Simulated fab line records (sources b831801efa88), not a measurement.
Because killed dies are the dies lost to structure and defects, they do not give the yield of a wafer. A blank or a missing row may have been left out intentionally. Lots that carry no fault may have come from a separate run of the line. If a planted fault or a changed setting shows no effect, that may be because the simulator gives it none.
Which tool was responsible? | flow sky130 | 12 lots with 36 wafers sampled at 4 steps, on a route of 708 steps

== WHAT EACH GAUGE READ, for each wafer ==
SKY_VIA4_THK_MEAS_01. Usual: VIA4_HDPCVD_THK typically reads 1770 nm, with standard deviation 18.
lot  | measured     | on           | VIA4_HDPCVD_THK (nm) | flag
L892 | day 42 06:52 | filmMetro-04 | 1782 1770 1729       | 
L894 | day 42 22:46 | filmMetro-03 | 1770 1744 1784       | 
L896 | day 43 23:25 | filmMetro-04 | 1780 1766 1745       | 
L897 | day 44 03:06 | filmMetro-03 | 1788 1780 1775       | 
L898 | day 44 06:38 | filmMetro-03 | 1782 1767 1785       | 
L899 | day 44 13:38 | filmMetro-02 | 1763 1754 1796       | 
L903 | day 45 09:19 | filmMetro-04 | 1787 1777 1785       | 
L906 | day 46 03:58 | filmMetro-02 | 1780 1805 1783       | 
L907 | day 46 04:33 | filmMetro-04 | 1782 1792 1743       | 
L909 | day 46 23:52 | filmMetro-03 | 1786 1742 1790       | 
L910 | day 47 09:15 | filmMetro-04 | 1757 1751 1764       | 
L913 | day 48 01:03 | filmMetro-04 | 1785 1793 1791       | 

SKY_PASSIVATION_THK_MEAS_03. Usual: PASSIVATION_CVD_02_THK typically reads 540 nm, with standard deviation 7.4.
lot  | measured     | on           | PASSIVATION_CVD_02_THK (nm) | flag
L892 | day 44 07:38 | filmMetro-01 | 537 543 548                 | 
L894 | day 44 21:10 | filmMetro-04 | 539 545 543                 | 
L896 | day 45 21:20 | filmMetro-01 | 539 550 548                 | 
L897 | day 46 03:11 | filmMetro-02 | 543 551 549                 | 
L898 | day 46 06:04 | filmMetro-01 | 531 542 538                 | 
L899 | day 46 11:36 | filmMetro-01 | 520 533 530                 | 
L903 | day 47 07:01 | filmMetro-04 | 533 540 530                 | 
L906 | day 47 23:49 | filmMetro-04 | 535 528 544                 | 
L907 | day 47 23:59 | filmMetro-04 | 536 549 544                 | 
L909 | day 48 17:06 | filmMetro-01 | 540 551 548                 | 
L910 | day 49 04:22 | filmMetro-01 | 534 550 546                 | 
L913 | day 49 16:19 | filmMetro-02 | 534 543 549                 | 

== TOOL THAT RAN EACH LOT (tool first, then ch and the chambers of the sampled wafers, then the start) ==
lot  | SKY_CAP2M_STRIP_14                  | SKY_VIA4_CMP_02
L892 | plasmaAsher-01 ch 0,1, day 41 04:14 | cmp-01 ch 0,1,3, day 42 07:01
L894 | plasmaAsher-02 ch 0,1, day 41 21:32 | cmp-01 ch 0,1,2, day 42 22:49
L896 | plasmaAsher-01 ch 0,1, day 42 23:29 | cmp-02 ch 2,3, day 43 23:28
L897 | plasmaAsher-01 ch 0,1, day 43 02:12 | cmp-02 ch 0,1,3, day 44 03:13
L898 | plasmaAsher-01 ch 0,1, day 43 05:30 | cmp-02 ch 0,3, day 44 06:41
L899 | plasmaAsher-02 ch 0,1, day 43 13:13 | cmp-01 ch 1,2,3, day 44 13:48
L903 | plasmaAsher-02 ch 0,1, day 44 09:30 | cmp-02 ch 1,2,3, day 45 10:32
L906 | plasmaAsher-02 ch 0,1, day 45 03:44 | cmp-02 ch 0,1,3, day 46 04:08
L907 | plasmaAsher-02 ch 0,1, day 45 04:56 | cmp-02 ch 1,2, day 46 04:35
L909 | plasmaAsher-03 ch 0,1, day 46 01:04 | cmp-01 ch 2,3, day 46 23:59
L910 | plasmaAsher-02 ch 0,1, day 46 11:01 | cmp-01 ch 2,3, day 47 09:19
L913 | plasmaAsher-02 ch 0,1, day 46 23:11 | cmp-01 ch 0,2,3, day 48 01:08
- SKY_CAP2M_STRIP_14: strips in O2/N2.
- SKY_VIA4_CMP_02: polishes SiO2.

== AS READ BY THE TOOLS THEMSELVES (means over the sampled wafers that have a number; for cases with no such wafer, the mark the record gives instead) ==
SKY_CAP2M_STRIP_14. Usual: drypumpMotorCurrentA 5.5 A, standard deviation 0.39; oesProductAu 0.710 a.u., standard deviation 0.005; stripTimeToEndpointS 12.61 s, standard deviation 0.058.
lot  | tool           | drypumpMotorCurrentA (A) | oesProductAu (a.u.) | stripTimeToEndpointS (s) | flag
L892 | plasmaAsher-01 | 5.6                      | 0.713               | 12.61                    | 
L894 | plasmaAsher-02 | 5.2                      | 0.707               | 12.50                    | 
L896 | plasmaAsher-01 | 5.6                      | 0.711               | 12.62                    | 
L897 | plasmaAsher-01 | 5.8                      | 0.711               | 12.56                    | 
L898 | plasmaAsher-01 | 5.6                      | 0.709               | 12.69                    | 
L899 | plasmaAsher-02 | 5.2                      | 0.714               | 12.60                    | 
L903 | plasmaAsher-02 | 5.2                      | 0.704               | 12.65                    | 
L906 | plasmaAsher-02 | 5.2                      | 0.710               | 12.52                    | 
L907 | plasmaAsher-02 | 5.2                      | 0.712               | 12.69                    | 
L909 | plasmaAsher-03 | 6.0                      | 0.710               | 12.61                    | 
L910 | plasmaAsher-02 | 5.1                      | 0.708               | 12.58                    | 
L913 | plasmaAsher-02 | 5.2                      | 0.705               | 12.60                    | 

SKY_VIA4_CMP_02. Usual: headPressurePsi 3.999 psi, standard deviation 0.0088; motorCurrentA 12.2 A, standard deviation 1.2; slurryFlowMlMin 150.0, standard deviation 0.46.
lot  | tool   | headPressurePsi (psi) | motorCurrentA (A) | slurryFlowMlMin | flag
L892 | cmp-01 | 3.991                 | 12.2              | 149.8           | 
L894 | cmp-01 | 3.996                 | 12.0              | 150.5           | 
L896 | cmp-02 | 3.995                 | 12.1              | 149.9           | 
L897 | cmp-02 | 4.001                 | 11.7              | 149.9           | 
L898 | cmp-02 | 4.002                 | 10.8              | 150.2           | 
L899 | cmp-01 | 4.004                 | 13.1              | 149.9           | 
L903 | cmp-02 | 3.992                 | 12.5              | 150.1           | 
L906 | cmp-02 | 4.000                 | 11.7              | 149.4           | 
L907 | cmp-02 | 4.005                 | 12.6              | 150.3           | 
L909 | cmp-01 | 4.003                 | 13.3              | 150.8           | 
L910 | cmp-01 | 3.998                 | 13.6              | 150.1           | 
L913 | cmp-01 | 4.006                 | 12.8              | 150.3           | 

== THE ANSWER, worked out from the rows above alone ==
Rule: take the mean of a lot's wafers that have a number; if it is more than 3 standard deviations from the usual mean, the lot is off. A lot without any number at a reading at which 4 lots or more have one is off too. Any other lot the step has rows for is counted as sound. First the gauges in route order, then the tools' own readings, where a lot's mean is used as printed above. The first step at which some lot is off is used, and at that step the reading that is off furthest; a lot without a number counts as furthest.
Nothing can be told from this: no lot is off at any reading shown.

== WHAT HAD BEEN PUT IN BY THE SIMULATOR ==
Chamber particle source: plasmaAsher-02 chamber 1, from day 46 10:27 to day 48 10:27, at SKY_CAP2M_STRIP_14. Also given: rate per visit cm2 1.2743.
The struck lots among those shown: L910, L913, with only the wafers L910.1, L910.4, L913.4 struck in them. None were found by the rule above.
